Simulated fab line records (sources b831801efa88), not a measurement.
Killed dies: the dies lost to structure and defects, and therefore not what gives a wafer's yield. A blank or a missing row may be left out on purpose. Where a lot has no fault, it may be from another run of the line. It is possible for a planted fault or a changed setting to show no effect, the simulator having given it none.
Which tool was responsible? ; flow gf180mcu ; 13 lots with 39 wafers sampled at 4 steps, on a route of 602 steps

## WHAT THE GAUGES READ, wafer by wafer
GF_M2_RS_MEAS_05: uses a four-point probe to measure.
lot;measured;on;M2_ALCU_RS (ohm/sq)
L973;day 18 10:32;film-metro-02;0.0696 0.0690 0.0699
L975;day 18 21:02;film-metro-04;0.0693 0.0692 0.0680
L977;day 19 17:13;film-metro-01;0.0685 0.0680 0.0684
L978;day 19 22:59;film-metro-01;0.0713 0.0705 0.0711
L982;day 21 14:08;film-metro-02;0.0696 0.0684 0.0696
L983;day 21 21:20;film-metro-02;0.0692 0.0691 0.0684
L989;day 23 19:56;film-metro-04;0.0687 0.0680 0.0689
L991;day 24 16:50;film-metro-04;0.0683 0.0685 0.0686
L992;day 24 23:07;film-metro-01;0.0679 0.0664 0.0670
L993;day 25 03:43;film-metro-01;0.0690 0.0680 0.0681
L994;day 25 12:18;film-metro-01;0.0681 0.0692 0.0680
L995;day 25 20:11;film-metro-04;0.0676 0.0705 0.0691
L996;day 26 11:41;film-metro-02;0.0668 0.0675 0.0686

GF_M4_RS_MEAS_05: uses a four-point probe to measure.
lot;measured;on;M4_ALCU_RS (ohm/sq)
L973;day 22 15:45;film-metro-04;0.0697 0.0700 0.0703
L975;day 23 02:40;film-metro-04;0.0685 0.0697 0.0690
L977;day 23 20:22;film-metro-01;0.0689 0.0687 0.0686
L978;day 24 03:08;film-metro-01;0.0695 0.0700 0.0707
L982;day 25 13:55;film-metro-02;0.0698 0.0690 0.0689
L983;day 25 21:56;film-metro-04;0.0706 0.0684 0.0691
L989;day 27 14:21;film-metro-04;0.0709 0.0695 0.0698
L993;day 28 21:24;film-metro-02;0.0698 0.0694 0.0699
L994;day 29 03:57;film-metro-04;0.0701 0.0703 0.0688
L995;day 29 10:08;film-metro-04;0.0696 0.0683 0.0688
L996;day 30 00:55;film-metro-01;0.0695 0.0696 0.0695

GF_M4_OVL_MEAS_15.
lot;measured;on;M4_OVL (nm)
L973;day 23 14:51;overlay-02;3 2 5
L975;day 24 01:09;overlay-01;9 2 8
L977;day 24 18:42;overlay-01;-4 -3 -4
L978;day 25 00:54;overlay-02;-2 -4 -6
L982;day 26 10:24;overlay-01;-11 -10 -8
L983;day 26 18:35;overlay-02;3 5 2
L989;day 28 10:20;overlay-02;1 1 4
L993;day 29 16:14;overlay-01;0 3 -6
L994;day 29 22:44;overlay-01;8 6 2
L995;day 30 04:47;overlay-02;-3 5 -4
L996;day 30 19:32;overlay-01;-10 -5 -9

## EACH LOT AND THE TOOL THAT RAN IT (in order: tool; ch and the chambers of the sampled wafers; start)
lot;GF_V3_STRIP_18
L973;plasma-asher-04 ch 0,1, day 22 14:17
L975;plasma-asher-03 ch 0,1, day 23 01:13
L977;plasma-asher-04 ch 0,1, day 23 18:49
L978;plasma-asher-03 ch 0,1, day 24 01:40
L982;plasma-asher-02 ch 0,1, day 25 12:16
L983;plasma-asher-02 ch 0,1, day 25 20:29
L989;plasma-asher-02 ch 0,1, day 27 12:40
L991;plasma-asher-02 ch 0,1, day 28 07:17
L992;plasma-asher-02 ch 0,1, day 28 14:43
L993;plasma-asher-02 ch 0,1, day 28 18:28
L994;plasma-asher-02 ch 0,1, day 29 02:28
L995;plasma-asher-03 ch 0,1, day 29 08:41
L996;plasma-asher-03 ch 0,1, day 29 23:29
- GF_V3_STRIP_18: strips in O2/N2.

## AS READ BY THE TOOLS THEMSELVES (means over the sampled wafers that have a number; for cases with no such wafer, the mark the record gives instead)
GF_V3_STRIP_18.
lot;tool;chamber-pressure-mTorr (mTorr);drypump-motor-current-A (A);heater-power-w (W);o2-flow-sccm (sccm);oes-product-au (a.u.)
L973;plasma-asher-04;1499.6;5.6;300;3003;0.592
L975;plasma-asher-03;1501.0;6.0;294;3002;0.587
L977;plasma-asher-04;1500.5;5.6;300;2991;0.591
L978;plasma-asher-03;1501.0;6.1;296;3005;0.593
L982;plasma-asher-02;1499.7;6.0;335;3011;0.597
L983;plasma-asher-02;1499.5;6.0;333;2997;0.599
L989;plasma-asher-02;1501.1;6.0;331;3006;0.593
L991;plasma-asher-02;-;-;-;-;-
L992;plasma-asher-02;-;-;-;-;-
L993;plasma-asher-02;1499.2;5.7;327;3005;0.591
L994;plasma-asher-02;1499.7;5.7;326;2996;0.597
L995;plasma-asher-03;1498.6;6.1;328;3006;0.591
L996;plasma-asher-03;1500.0;6.1;291;2988;0.594

## THE ANSWER, worked out from the rows above alone
Rule: the usual values come from the lots themselves. Put in order of their means at a reading, lots are off if they are a third of the lots or fewer, leave a main group of 4 or more, and stand apart from it by a gap of 3 or more times the standard deviation of the main group's means; of several such gaps the widest counts. The tables above print the reading to a certain number of digits; a main group whose means all agree to those digits is not used. A lot without any number at a reading at which 4 lots or more have one is off too. All remaining lots with rows at the step are treated as sound. First the gauges in route order, then the tools' own readings, where a lot's mean is used as printed above. The first step at which some lot is off is used, and at that step the reading that is off furthest; a lot without a number counts as furthest.
Off: L991, L992, at GF_V3_STRIP_18 (chamber-pressure-mTorr). Without a number there: L991, L992. The main group has a mean of 1500.0 mTorr with a standard deviation of 0.78.
A tool fits if, at that step or a process step before it, it ran every lot that is off, and no sound lot after the first of them. Of those tried, none fits.

## WHAT THE SIMULATOR HAD INSERTED
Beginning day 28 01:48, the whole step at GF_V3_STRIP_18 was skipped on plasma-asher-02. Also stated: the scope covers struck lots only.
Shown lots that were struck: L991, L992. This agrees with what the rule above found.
